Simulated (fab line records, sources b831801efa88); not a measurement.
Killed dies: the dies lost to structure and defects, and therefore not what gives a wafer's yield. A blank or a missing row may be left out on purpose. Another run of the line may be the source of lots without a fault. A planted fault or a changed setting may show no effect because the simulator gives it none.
fab line records / flow sky130
record lots=6 wafers=18 last-day=51
route steps=708 shown FIELD_ISO@4 PAD_OPEN@708
lots with no fault: from the same line, run without faults
start-h: start of the lot's first displayed wafer, in hours after the record's first day / wait-h: hours since the lot's step before / " as in the row above / L1.1+2: one row covering several wafers at once / - no value, or no start was given / * or withheld: withheld / < > ~ a bound
route shown NAME@n: NAME is a module with steps in the file, n the number in the route of the first one / usual: mean/standard deviation of fault-free wafers / same: alike in all rows / chamber/n: place in a boat / sites: per-site readings / _std_site: standard deviation across them / _edge_site: inner sites' mean taken away from outer sites' mean / radius-mm: how far each site lies from the wafer's centre / mask NAME#n: copy n / behind: the tool/chamber that last shaped the wafer / hold: why the lot went on hold/how many hours it stayed there/how the hold came to an end / device: whichever transistor did not switch (one of n, p or np) / end of line: tests of these same wafers at the route's end / where a step has no rows: the recipe by itself / killed: count of dies lost to structure and defects at first sort (not the wafer's yield) / map: the dies of a wafer, with x for killed, . for not killed, _ for no die there
set.NAME: setting as actually run; set.NAME@STEP: the setting as run at that earlier step / model.NAME: the simulator's own value behind a step, which no gauge read
lots at some steps of the route; a table a step, a row a wafer
services: when a tool's chamber went out of use (start-h, in hours from the record's first day, below 0 if earlier), for how many hours, and the reason
## steps
# step SKY_FIELD_ISO_CVD_03
# recipe material=Si3N4 precursor=DCS/NH3 target-thk-nm=165 temp-c=770 time-s=2740 pressure-mtorr=250
# step SKY_FIELD_ISO_THK_MEAS_04
# recipe reads=Si3N4_of_FIELD_ISO_CVD_03
# usual FIELD_ISO_CVD_03_THK=159.9/1.6
lot.wafer=L635.2 tool=film-metro-04 chamber=- start-h=30.71 wait-h=0.0 FIELD_ISO_CVD_03_THK[nm]=160.0
lot.wafer=L635.3 tool=film-metro-04 chamber=- start-h=30.71 wait-h=0.0 FIELD_ISO_CVD_03_THK[nm]=159.1
lot.wafer=L635.4 tool=film-metro-04 chamber=- start-h=30.71 wait-h=0.0 FIELD_ISO_CVD_03_THK[nm]=159.9
lot.wafer=L642.1 tool=film-metro-02 chamber=- start-h=63.63 wait-h=0.0 FIELD_ISO_CVD_03_THK[nm]=159.5
lot.wafer=L642.3 tool=film-metro-02 chamber=- start-h=63.63 wait-h=0.0 FIELD_ISO_CVD_03_THK[nm]=160.0
lot.wafer=L642.4 tool=film-metro-02 chamber=- start-h=63.63 wait-h=0.0 FIELD_ISO_CVD_03_THK[nm]=159.3
lot.wafer=L644.1 tool=film-metro-04 chamber=- start-h=75.78 wait-h=0.0 FIELD_ISO_CVD_03_THK[nm]=157.9
lot.wafer=L644.3 tool=film-metro-04 chamber=- start-h=75.78 wait-h=0.0 FIELD_ISO_CVD_03_THK[nm]=159.3
lot.wafer=L644.6 tool=film-metro-04 chamber=- start-h=75.78 wait-h=0.0 FIELD_ISO_CVD_03_THK[nm]=158.0
lot.wafer=L645.3 tool=film-metro-02 chamber=- start-h=78.50 wait-h=0.0 FIELD_ISO_CVD_03_THK[nm]=158.0
lot.wafer=L645.4 tool=film-metro-02 chamber=- start-h=78.50 wait-h=0.0 FIELD_ISO_CVD_03_THK[nm]=159.3
lot.wafer=L645.6 tool=film-metro-02 chamber=- start-h=78.50 wait-h=0.0 FIELD_ISO_CVD_03_THK[nm]=159.4
lot.wafer=L654.3 tool=film-metro-04 chamber=- start-h=126.14 wait-h=0.0 FIELD_ISO_CVD_03_THK[nm]=161.0
lot.wafer=L654.4 tool=film-metro-04 chamber=- start-h=126.14 wait-h=0.0 FIELD_ISO_CVD_03_THK[nm]=160.7
lot.wafer=L654.6 tool=film-metro-04 chamber=- start-h=126.14 wait-h=0.0 FIELD_ISO_CVD_03_THK[nm]=158.9
lot.wafer=L655.1 tool=film-metro-02 chamber=- start-h=130.47 wait-h=0.0 FIELD_ISO_CVD_03_THK[nm]=160.6
lot.wafer=L655.4 tool=film-metro-02 chamber=- start-h=130.47 wait-h=0.0 FIELD_ISO_CVD_03_THK[nm]=162.7
lot.wafer=L655.6 tool=film-metro-02 chamber=- start-h=130.47 wait-h=0.0 FIELD_ISO_CVD_03_THK[nm]=161.5
# step SKY_FIELD_ISO_DEHYDRATE_05
# recipe temp-c=200 time-s=60
# step SKY_FIELD_ISO_HMDS_06
# recipe prime-time-s=60 prime-temp-c=120
# step SKY_FIELD_ISO_COAT_07
# recipe resist=BARC temp-c=withheld time-s=withheld spin-rpm=3000 resist-thk-nm=60
# step SKY_FIELD_ISO_COAT_08
# recipe resist=KrF-thick spin-rpm=3000 resist-thk-nm=450
# step SKY_FIELD_ISO_SOFTBAKE_09
# recipe temp-c=98.84 time-s=90 resist=KrF-thick
# step SKY_FIELD_ISO_EXPOSE_10
# recipe mask-id=FOM na=0.68 source-shape=annular sigma-inner=0.4 sigma-outer=0.8 target-cd-nm=150 dose-mj=28
# step SKY_FIELD_ISO_PEB_11
# recipe peb-temp-c=withheld peb-time-s=withheld resist=KrF-thick
# step SKY_FIELD_ISO_DEVELOP_12
# recipe develop-time-s=60 resist=KrF-thick dev-temp-c=21
# step SKY_FIELD_ISO_CD_MEAS_13
# recipe target-cd-nm=150
# usual cd-nm=150.0/1.7
lot.wafer=L635.2 tool=cd-sem-02 chamber=- start-h=45.43 wait-h=- cd-nm=147.8
lot.wafer=L635.3 tool=cd-sem-02 chamber=- start-h=45.43 wait-h=- cd-nm=147.7
lot.wafer=L635.4 tool=cd-sem-02 chamber=- start-h=45.43 wait-h=- cd-nm=147.1
lot.wafer=L642.1 tool=cd-sem-02 chamber=- start-h=80.96 wait-h=- cd-nm=153.1
lot.wafer=L642.3 tool=cd-sem-02 chamber=- start-h=80.96 wait-h=- cd-nm=151.8
lot.wafer=L642.4 tool=cd-sem-02 chamber=- start-h=80.96 wait-h=- cd-nm=152.2
lot.wafer=L644.1 tool=cd-sem-02 chamber=- start-h=92.21 wait-h=- cd-nm=152.9
lot.wafer=L644.3 tool=cd-sem-02 chamber=- start-h=92.21 wait-h=- cd-nm=153.9
lot.wafer=L644.6 tool=cd-sem-02 chamber=- start-h=92.21 wait-h=- cd-nm=153.0
lot.wafer=L645.3 tool=cd-sem-02 chamber=- start-h=95.15 wait-h=- cd-nm=148.3
lot.wafer=L645.4 tool=cd-sem-02 chamber=- start-h=95.15 wait-h=- cd-nm=149.0
lot.wafer=L645.6 tool=cd-sem-02 chamber=- start-h=95.15 wait-h=- cd-nm=147.7
lot.wafer=L654.3 tool=cd-sem-02 chamber=- start-h=146.12 wait-h=- cd-nm=151.2
lot.wafer=L654.4 tool=cd-sem-02 chamber=- start-h=146.12 wait-h=- cd-nm=149.7
lot.wafer=L654.6 tool=cd-sem-02 chamber=- start-h=146.12 wait-h=- cd-nm=151.2
lot.wafer=L655.1 tool=cd-sem-02 chamber=- start-h=150.16 wait-h=- cd-nm=151.2
lot.wafer=L655.4 tool=cd-sem-02 chamber=- start-h=150.16 wait-h=- cd-nm=151.1
lot.wafer=L655.6 tool=cd-sem-02 chamber=- start-h=150.16 wait-h=- cd-nm=151.8
# step SKY_FIELD_ISO_ETCH_14
# recipe chemistry=N2/H2 target=BARC ion-energy-ev=200 source-w=500 bias-w=100 pressure-mtorr=30 n2-flow-sccm=100 h2-flow-sccm=200 stop-on=SiO2 time-s=45.9 target-depth-a=600
# usual bias-w=100.0/0.31 drypump-motor-current-A=5.8/0.37 oes-product-au=0.856/0.0047 throttle-valve-pct=13.225/0.009
# same time-s=45.9
lot.wafer=L635.2 tool=rie-diel-04 chamber=1 start-h=45.53 wait-h=0.1 bias-w=99.9 drypump-motor-current-A=6.5 oes-product-au=0.859 rf-hours-counter-h=90 throttle-valve-pct=13.223
lot.wafer=L635.3 tool=rie-diel-04 chamber=3 start-h=45.53 wait-h=0.1 bias-w=100.1 drypump-motor-current-A=6.0 oes-product-au=0.854 rf-hours-counter-h=125 throttle-valve-pct=13.223
lot.wafer=L635.4 tool=rie-diel-04 chamber=2 start-h=45.53 wait-h=0.1 bias-w=99.8 drypump-motor-current-A=6.0 oes-product-au=0.846 rf-hours-counter-h=82 throttle-valve-pct=13.212
lot.wafer=L642.1 tool=rie-diel-03 chamber=0 start-h=81.08 wait-h=0.1 bias-w=99.9 drypump-motor-current-A=5.5 oes-product-au=0.862 rf-hours-counter-h=122 throttle-valve-pct=13.223
lot.wafer=L642.3 tool=rie-diel-03 chamber=2 start-h=81.08 wait-h=0.1 bias-w=99.5 drypump-motor-current-A=6.0 oes-product-au=0.853 rf-hours-counter-h=2 throttle-valve-pct=13.225
lot.wafer=L642.4 tool=rie-diel-03 chamber=3 start-h=81.08 wait-h=0.1 bias-w=100.4 drypump-motor-current-A=5.8 oes-product-au=0.857 rf-hours-counter-h=2 throttle-valve-pct=13.217
lot.wafer=L644.1 tool=rie-diel-04 chamber=1 start-h=92.33 wait-h=0.1 bias-w=99.9 drypump-motor-current-A=6.6 oes-product-au=0.853 rf-hours-counter-h=91 throttle-valve-pct=13.229
lot.wafer=L644.3 tool=rie-diel-04 chamber=2 start-h=92.33 wait-h=0.1 bias-w=100.3 drypump-motor-current-A=6.0 oes-product-au=0.859 rf-hours-counter-h=83 throttle-valve-pct=13.222
lot.wafer=L644.6 tool=rie-diel-04 chamber=2 start-h=92.33 wait-h=0.1 bias-w=100.3 drypump-motor-current-A=6.0 oes-product-au=0.848 rf-hours-counter-h=- throttle-valve-pct=13.227
lot.wafer=L645.3 tool=rie-diel-04 chamber=1 start-h=95.23 wait-h=0.1 bias-w=100.0 drypump-motor-current-A=6.6 oes-product-au=0.853 rf-hours-counter-h=91 throttle-valve-pct=13.220
lot.wafer=L645.4 tool=rie-diel-04 chamber=3 start-h=95.23 wait-h=0.1 bias-w=99.8 drypump-motor-current-A=6.0 oes-product-au=0.864 rf-hours-counter-h=126 throttle-valve-pct=13.239
lot.wafer=L645.6 tool=rie-diel-04 chamber=1 start-h=95.23 wait-h=0.1 bias-w=100.2 drypump-motor-current-A=6.6 oes-product-au=0.857 rf-hours-counter-h=- throttle-valve-pct=13.221
lot.wafer=L654.3 tool=rie-diel-03 chamber=0 start-h=146.20 wait-h=0.1 bias-w=99.8 drypump-motor-current-A=5.5 oes-product-au=0.859 rf-hours-counter-h=123 throttle-valve-pct=13.234
lot.wafer=L654.4 tool=rie-diel-03 chamber=1 start-h=146.20 wait-h=0.1 bias-w=100.4 drypump-motor-current-A=5.9 oes-product-au=0.855 rf-hours-counter-h=- throttle-valve-pct=13.224
lot.wafer=L654.6 tool=rie-diel-03 chamber=0 start-h=146.20 wait-h=0.1 bias-w=99.6 drypump-motor-current-A=5.5 oes-product-au=0.868 rf-hours-counter-h=- throttle-valve-pct=13.227
lot.wafer=L655.1 tool=rie-diel-01 chamber=2 start-h=150.28 wait-h=0.1 bias-w=99.8 drypump-motor-current-A=5.8 oes-product-au=0.859 rf-hours-counter-h=153 throttle-valve-pct=13.231
lot.wafer=L655.4 tool=rie-diel-01 chamber=1 start-h=150.28 wait-h=0.1 bias-w=100.1 drypump-motor-current-A=5.6 oes-product-au=0.861 rf-hours-counter-h=- throttle-valve-pct=13.235
lot.wafer=L655.6 tool=rie-diel-01 chamber=0 start-h=150.28 wait-h=0.1 bias-w=100.4 drypump-motor-current-A=5.8 oes-product-au=0.858 rf-hours-counter-h=- throttle-valve-pct=13.205
# step SKY_FIELD_ISO_ETCH_15
# recipe chemistry=CHF3/O2 target-depth-nm=180 stop-on=Si source-w=600 bias-w=200 pressure-mtorr=40 chf3-flow-sccm=50 O2_flow_sccm=5 time-s=72
# usual bias-w=199.9/0.54 chf3-flow-sccm=49.99/0.15 drypump-motor-current-A=5.8/0.37 oes-product-au=0.928/0.0067 throttle-valve-pct=8.839/0.0088
# same time-s=72
lot.wafer=L635.2 tool=rie-diel-04 chamber=1 start-h=45.57 wait-h=0.0 bias-w=200.3 chf3-flow-sccm=49.99 drypump-motor-current-A=6.5 oes-product-au=0.933 rf-hours-counter-h=90 throttle-valve-pct=8.843
lot.wafer=L635.3 tool=rie-diel-04 chamber=3 start-h=45.57 wait-h=0.0 bias-w=199.7 chf3-flow-sccm=49.99 drypump-motor-current-A=5.9 oes-product-au=0.930 rf-hours-counter-h=125 throttle-valve-pct=8.849
lot.wafer=L635.4 tool=rie-diel-04 chamber=2 start-h=45.57 wait-h=0.0 bias-w=199.8 chf3-flow-sccm=49.75 drypump-motor-current-A=6.0 oes-product-au=0.935 rf-hours-counter-h=82 throttle-valve-pct=8.838
lot.wafer=L642.1 tool=rie-diel-03 chamber=0 start-h=81.12 wait-h=0.0 bias-w=200.5 chf3-flow-sccm=50.08 drypump-motor-current-A=5.5 oes-product-au=0.926 rf-hours-counter-h=122 throttle-valve-pct=8.819
lot.wafer=L642.3 tool=rie-diel-03 chamber=2 start-h=81.12 wait-h=0.0 bias-w=199.5 chf3-flow-sccm=49.95 drypump-motor-current-A=6.0 oes-product-au=0.935 rf-hours-counter-h=2 throttle-valve-pct=8.831
lot.wafer=L642.4 tool=rie-diel-03 chamber=3 start-h=81.12 wait-h=0.0 bias-w=199.7 chf3-flow-sccm=49.87 drypump-motor-current-A=5.7 oes-product-au=0.923 rf-hours-counter-h=2 throttle-valve-pct=8.839
lot.wafer=L644.1 tool=rie-diel-04 chamber=1 start-h=92.37 wait-h=0.0 bias-w=193.9 chf3-flow-sccm=50.22 drypump-motor-current-A=6.6 oes-product-au=0.935 rf-hours-counter-h=91 throttle-valve-pct=8.827
lot.wafer=L644.3 tool=rie-diel-04 chamber=2 start-h=92.37 wait-h=0.0 bias-w=194.2 chf3-flow-sccm=50.05 drypump-motor-current-A=6.0 oes-product-au=0.923 rf-hours-counter-h=83 throttle-valve-pct=8.847
lot.wafer=L644.6 tool=rie-diel-04 chamber=2 start-h=92.37 wait-h=0.0 bias-w=193.5 chf3-flow-sccm=49.94 drypump-motor-current-A=6.0 oes-product-au=0.928 rf-hours-counter-h=- throttle-valve-pct=8.838
lot.wafer=L645.3 tool=rie-diel-04 chamber=1 start-h=95.27 wait-h=0.0 bias-w=193.6 chf3-flow-sccm=49.90 drypump-motor-current-A=6.6 oes-product-au=0.918 rf-hours-counter-h=91 throttle-valve-pct=8.822
lot.wafer=L645.4 tool=rie-diel-04 chamber=3 start-h=95.27 wait-h=0.0 bias-w=192.9 chf3-flow-sccm=50.00 drypump-motor-current-A=5.9 oes-product-au=0.925 rf-hours-counter-h=126 throttle-valve-pct=8.841
lot.wafer=L645.6 tool=rie-diel-04 chamber=1 start-h=95.27 wait-h=0.0 bias-w=194.4 chf3-flow-sccm=50.05 drypump-motor-current-A=6.5 oes-product-au=0.921 rf-hours-counter-h=- throttle-valve-pct=8.848
lot.wafer=L654.3 tool=rie-diel-03 chamber=0 start-h=146.24 wait-h=0.0 bias-w=199.7 chf3-flow-sccm=49.96 drypump-motor-current-A=5.6 oes-product-au=0.935 rf-hours-counter-h=123 throttle-valve-pct=8.847
lot.wafer=L654.4 tool=rie-diel-03 chamber=1 start-h=146.24 wait-h=0.0 bias-w=199.1 chf3-flow-sccm=49.90 drypump-motor-current-A=5.8 oes-product-au=0.932 rf-hours-counter-h=- throttle-valve-pct=8.840
lot.wafer=L654.6 tool=rie-diel-03 chamber=0 start-h=146.24 wait-h=0.0 bias-w=199.4 chf3-flow-sccm=49.90 drypump-motor-current-A=5.5 oes-product-au=0.928 rf-hours-counter-h=- throttle-valve-pct=8.832
lot.wafer=L655.1 tool=rie-diel-01 chamber=2 start-h=150.32 wait-h=0.0 bias-w=199.9 chf3-flow-sccm=49.98 drypump-motor-current-A=5.9 oes-product-au=0.934 rf-hours-counter-h=153 throttle-valve-pct=8.843
lot.wafer=L655.4 tool=rie-diel-01 chamber=1 start-h=150.32 wait-h=0.0 bias-w=199.9 chf3-flow-sccm=49.84 drypump-motor-current-A=5.6 oes-product-au=0.939 rf-hours-counter-h=- throttle-valve-pct=8.839
lot.wafer=L655.6 tool=rie-diel-01 chamber=0 start-h=150.32 wait-h=0.0 bias-w=199.8 chf3-flow-sccm=49.90 drypump-motor-current-A=5.8 oes-product-au=0.937 rf-hours-counter-h=- throttle-valve-pct=8.844
# step SKY_FIELD_ISO_STRIP_16
# recipe chemistry=O2/N2 power-w=1400 pressure-mtorr=1500 platen-temp-c=withheld o2-flow-sccm=3000 n2-flow-sccm=300 overash-fraction=0.5
# usual drypump-motor-current-A=5.9/0.35 oes-product-au=0.378/0.0046 strip-time-to-endpoint-s=3.55/0.033
lot.wafer=L635.2 tool=plasma-asher-04 chamber=1 start-h=45.63 wait-h=0.0 drypump-motor-current-A=5.4 oes-product-au=0.378 rf-hours-counter-h=38 strip-time-to-endpoint-s=3.58
lot.wafer=L635.3 tool=plasma-asher-04 chamber=1 start-h=45.63 wait-h=0.0 drypump-motor-current-A=5.3 oes-product-au=0.373 rf-hours-counter-h=- strip-time-to-endpoint-s=3.49
lot.wafer=L635.4 tool=plasma-asher-04 chamber=0 start-h=45.63 wait-h=0.0 drypump-motor-current-A=5.9 oes-product-au=0.377 rf-hours-counter-h=- strip-time-to-endpoint-s=3.55
lot.wafer=L642.1 tool=plasma-asher-02 chamber=1 start-h=81.18 wait-h=0.0 drypump-motor-current-A=6.2 oes-product-au=0.375 rf-hours-counter-h=35 strip-time-to-endpoint-s=3.56
lot.wafer=L642.3 tool=plasma-asher-02 chamber=0 start-h=81.18 wait-h=0.0 drypump-motor-current-A=6.1 oes-product-au=0.375 rf-hours-counter-h=- strip-time-to-endpoint-s=3.55
lot.wafer=L642.4 tool=plasma-asher-02 chamber=1 start-h=81.18 wait-h=0.0 drypump-motor-current-A=6.2 oes-product-au=0.377 rf-hours-counter-h=- strip-time-to-endpoint-s=3.60
lot.wafer=L644.1 tool=plasma-asher-03 chamber=0 start-h=92.43 wait-h=0.0 drypump-motor-current-A=6.3 oes-product-au=0.379 rf-hours-counter-h=31 strip-time-to-endpoint-s=3.62
lot.wafer=L644.3 tool=plasma-asher-03 chamber=0 start-h=92.43 wait-h=0.0 drypump-motor-current-A=6.3 oes-product-au=0.379 rf-hours-counter-h=- strip-time-to-endpoint-s=3.57
lot.wafer=L644.6 tool=plasma-asher-03 chamber=1 start-h=92.43 wait-h=0.0 drypump-motor-current-A=5.6 oes-product-au=0.378 rf-hours-counter-h=- strip-time-to-endpoint-s=3.56
lot.wafer=L645.3 tool=plasma-asher-02 chamber=1 start-h=95.36 wait-h=0.1 drypump-motor-current-A=6.2 oes-product-au=0.375 rf-hours-counter-h=- strip-time-to-endpoint-s=3.62
lot.wafer=L645.4 tool=plasma-asher-02 chamber=0 start-h=95.36 wait-h=0.1 drypump-motor-current-A=6.1 oes-product-au=0.383 rf-hours-counter-h=- strip-time-to-endpoint-s=3.56
lot.wafer=L645.6 tool=plasma-asher-02 chamber=1 start-h=95.36 wait-h=0.1 drypump-motor-current-A=6.3 oes-product-au=0.372 rf-hours-counter-h=- strip-time-to-endpoint-s=3.65
lot.wafer=L654.3 tool=plasma-asher-02 chamber=0 start-h=146.33 wait-h=0.1 drypump-motor-current-A=6.1 oes-product-au=0.373 rf-hours-counter-h=- strip-time-to-endpoint-s=3.55
lot.wafer=L654.4 tool=plasma-asher-02 chamber=1 start-h=146.33 wait-h=0.1 drypump-motor-current-A=6.2 oes-product-au=0.378 rf-hours-counter-h=- strip-time-to-endpoint-s=3.57
lot.wafer=L654.6 tool=plasma-asher-02 chamber=1 start-h=146.33 wait-h=0.1 drypump-motor-current-A=6.2 oes-product-au=0.384 rf-hours-counter-h=- strip-time-to-endpoint-s=3.57
lot.wafer=L655.1 tool=plasma-asher-02 chamber=1 start-h=150.38 wait-h=0.0 drypump-motor-current-A=6.2 oes-product-au=0.378 rf-hours-counter-h=3 strip-time-to-endpoint-s=3.51
lot.wafer=L655.4 tool=plasma-asher-02 chamber=0 start-h=150.38 wait-h=0.0 drypump-motor-current-A=6.1 oes-product-au=0.373 rf-hours-counter-h=- strip-time-to-endpoint-s=3.55
lot.wafer=L655.6 tool=plasma-asher-02 chamber=0 start-h=150.38 wait-h=0.0 drypump-motor-current-A=6.1 oes-product-au=0.387 rf-hours-counter-h=- strip-time-to-endpoint-s=3.56
# step SKY_PAD_OPEN_PROBE_99
# usual killed_at_M0_to_M3=43/6.4 killed_at_M4_up=3.2/1.8 killed-at-contacts=25/5.8 killed-at-front-end=16/4.1 killed-at-other=0.2/0.47 killed-dies=88/9.9 killed-open=47/7.3 killed-short=40/7.1
# same gross-dies=492 killed-at-back-side=0
lot.wafer=L642.1 tool=prober-01 chamber=- start-h=1133.88 wait-h=0.1 killed_at_M0_to_M3=46 killed_at_M4_up=6 killed-at-contacts=27 killed-at-front-end=17 killed-at-other=0 killed-dies=96 killed-open=51 killed-short=44
lot.wafer=L642.3 tool=prober-01 chamber=- start-h=1133.98 wait-h=0.2 killed_at_M0_to_M3=36 killed_at_M4_up=3 killed-at-contacts=21 killed-at-front-end=9 killed-at-other=1 killed-dies=70 killed-open=33 killed-short=36
lot.wafer=L642.4 tool=prober-01 chamber=- start-h=1134.03 wait-h=0.2 killed_at_M0_to_M3=44 killed_at_M4_up=0 killed-at-contacts=34 killed-at-front-end=9 killed-at-other=0 killed-dies=87 killed-open=50 killed-short=37
lot.wafer=L644.1 tool=prober-01 chamber=- start-h=1139.56 wait-h=0.1 killed_at_M0_to_M3=38 killed_at_M4_up=1 killed-at-contacts=16 killed-at-front-end=19 killed-at-other=0 killed-dies=74 killed-open=40 killed-short=34
lot.wafer=L644.3 tool=prober-01 chamber=- start-h=1139.66 wait-h=0.2 killed_at_M0_to_M3=55 killed_at_M4_up=2 killed-at-contacts=15 killed-at-front-end=16 killed-at-other=0 killed-dies=88 killed-open=46 killed-short=42
lot.wafer=L644.6 tool=prober-01 chamber=- start-h=1139.81 wait-h=0.2 killed_at_M0_to_M3=47 killed_at_M4_up=2 killed-at-contacts=14 killed-at-front-end=19 killed-at-other=0 killed-dies=82 killed-open=46 killed-short=36
lot.wafer=L654.3 tool=prober-01 chamber=- start-h=1191.32 wait-h=0.2 killed_at_M0_to_M3=39 killed_at_M4_up=3 killed-at-contacts=26 killed-at-front-end=10 killed-at-other=0 killed-dies=78 killed-open=45 killed-short=33
lot.wafer=L654.4 tool=prober-01 chamber=- start-h=1191.37 wait-h=0.2 killed_at_M0_to_M3=44 killed_at_M4_up=4 killed-at-contacts=31 killed-at-front-end=10 killed-at-other=0 killed-dies=89 killed-open=59 killed-short=30
lot.wafer=L654.6 tool=prober-01 chamber=- start-h=1191.47 wait-h=0.2 killed_at_M0_to_M3=47 killed_at_M4_up=4 killed-at-contacts=31 killed-at-front-end=16 killed-at-other=0 killed-dies=98 killed-open=53 killed-short=45
# killed by level:class
L642.1 VIA1:geometric-particle:open=15 LI_CONTACT:geometric-particle:open=9 CONTACT:geometric-particle:open=9 METAL2:geometric-particle:short=8 METAL1:geometric-particle:short=6 VIA1:geometric-particle:short=5 FIELD_ISO:geometric-particle:open=4 FIELD_ISO:geometric-particle:short=4
L642.3 CONTACT:geometric-particle:open=8 VIA1:geometric-particle:short=7 METAL1:geometric-particle:short=6 VIA1:geometric-particle:open=6 CONTACT:geometric-particle:short=5 VIA2:geometric-particle:open=5 LI_CONTACT:geometric-particle:open=4 FIELD_ISO:geometric-particle:short=3
L642.4 VIA1:geometric-particle:open=14 CONTACT:geometric-particle:open=11 CONTACT:geometric-particle:short=7 LOCAL_INTERCONNECT:geometric-particle:short=6 VIA2:geometric-particle:open=6 VIA3:geometric-particle:open=6 LI_CONTACT:geometric-particle:open=5 METAL1:geometric-particle:short=5
L644.1 VIA1:geometric-particle:open=10 FIELD_ISO:geometric-particle:open=6 CONTACT:geometric-particle:open=6 FIELD_ISO:geometric-particle:short=5 METAL2:geometric-particle:short=5 CONTACT:geometric-particle:short=5 VIA1:geometric-particle:short=5 VIA3:geometric-particle:open=5
L644.3 VIA1:geometric-particle:open=11 METAL1:geometric-particle:short=8 VIA3:geometric-particle:open=7 VIA1:geometric-particle:short=5 POLY_GATE:geometric-particle:open=5 METAL3:geometric-particle:short=5 CONTACT:geometric-particle:open=5 METAL2:geometric-particle:short=5
L644.6 VIA1:geometric-particle:open=12 VIA3:geometric-particle:open=9 POLY_GATE:geometric-particle:open=6 CONTACT:geometric-particle:open=6 METAL1:geometric-particle:short=5 LOCAL_INTERCONNECT:geometric-particle:short=4 VIA1:geometric-particle:short=4 VIA2:geometric-particle:open=4
L654.3 LI_CONTACT:geometric-particle:open=11 CONTACT:geometric-particle:open=9 METAL1:geometric-particle:short=6 METAL2:geometric-particle:short=6 VIA3:geometric-particle:open=6 VIA1:geometric-particle:open=5 VIA2:geometric-particle:open=5 VIA1:geometric-particle:short=4
L654.4 CONTACT:geometric-particle:open=15 VIA2:geometric-particle:open=12 LI_CONTACT:geometric-particle:open=8 VIA3:geometric-particle:open=7 VIA1:geometric-particle:open=6 LOCAL_INTERCONNECT:geometric-particle:short=4 METAL1:geometric-particle:short=4 METAL2:geometric-particle:short=4
L654.6 VIA2:geometric-particle:open=12 LOCAL_INTERCONNECT:geometric-particle:short=9 CONTACT:geometric-particle:open=9 LI_CONTACT:geometric-particle:open=7 VIA1:geometric-particle:open=7 VIA1:geometric-particle:short=6 METAL3:geometric-particle:short=6 VIA3:geometric-particle:open=5
## services
tool=plasma-asher-03 chamber=- start-h=29.42 hours=2.8 kind=pm
tool=plasma-asher-03 chamber=- start-h=39.80 hours=3.1 kind=repair
tool=rie-diel-01 chamber=2 start-h=73.47 hours=7.5 kind=repair
tool=rie-diel-04 chamber=3 start-h=80.76 hours=11.0 kind=repair
tool=rie-diel-04 chamber=0 start-h=88.91 hours=6.0 kind=repair
tool=rie-diel-03 chamber=- start-h=93.26 hours=0.2 kind=repair
tool=rie-diel-03 chamber=0 start-h=106.39 hours=5.4 kind=repair
tool=plasma-asher-02 chamber=- start-h=108.75 hours=9.0 kind=pm
tool=plasma-asher-02 chamber=0 start-h=108.75 hours=9.0 kind=vent-cycle
tool=plasma-asher-02 chamber=1 start-h=108.75 hours=9.0 kind=vent-cycle
tool=rie-diel-03 chamber=3 start-h=111.07 hours=1.5 kind=repair
tool=rie-diel-03 chamber=3 start-h=117.07 hours=4.7 kind=repair
tool=plasma-asher-02 chamber=0 start-h=117.75 hours=- kind=clean
tool=plasma-asher-02 chamber=1 start-h=117.75 hours=- kind=clean
tool=rie-diel-03 chamber=3 start-h=125.23 hours=28.7 kind=repair
tool=rie-diel-04 chamber=3 start-h=137.19 hours=7.5 kind=repair
tool=rie-diel-01 chamber=3 start-h=144.76 hours=7.9 kind=repair
## key
first-sign step=SKY_FIELD_ISO_ETCH_15 reading=bias-w direction=down sigmas=12 usual=199.9 struck=193.8
effect none on later readings
met-at SKY_FIELD_ISO_ETCH_15
struck-wafers L644.1,L644.3,L644.6,L645.3,L645.4,L645.6
tester-left-out L644,L645
onset-between 45.57 92.37
fault kind=process-parameter-drift tool=rie-diel-04 chamber=- onset-h=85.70 steps=SKY_FIELD_ISO_ETCH_15 channel=bias-w offset=-6.2236 shape=step end-h=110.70 acts-in=these-recipes-only stated=200
# tester-left-out: of these lots the tester's yield and bins aren't shown, on N5 and GAA mostly nor the transistor test; their killed dies are dies lost to structure and defects alone, not to doping, threshold or leakage, so they don't give the yield
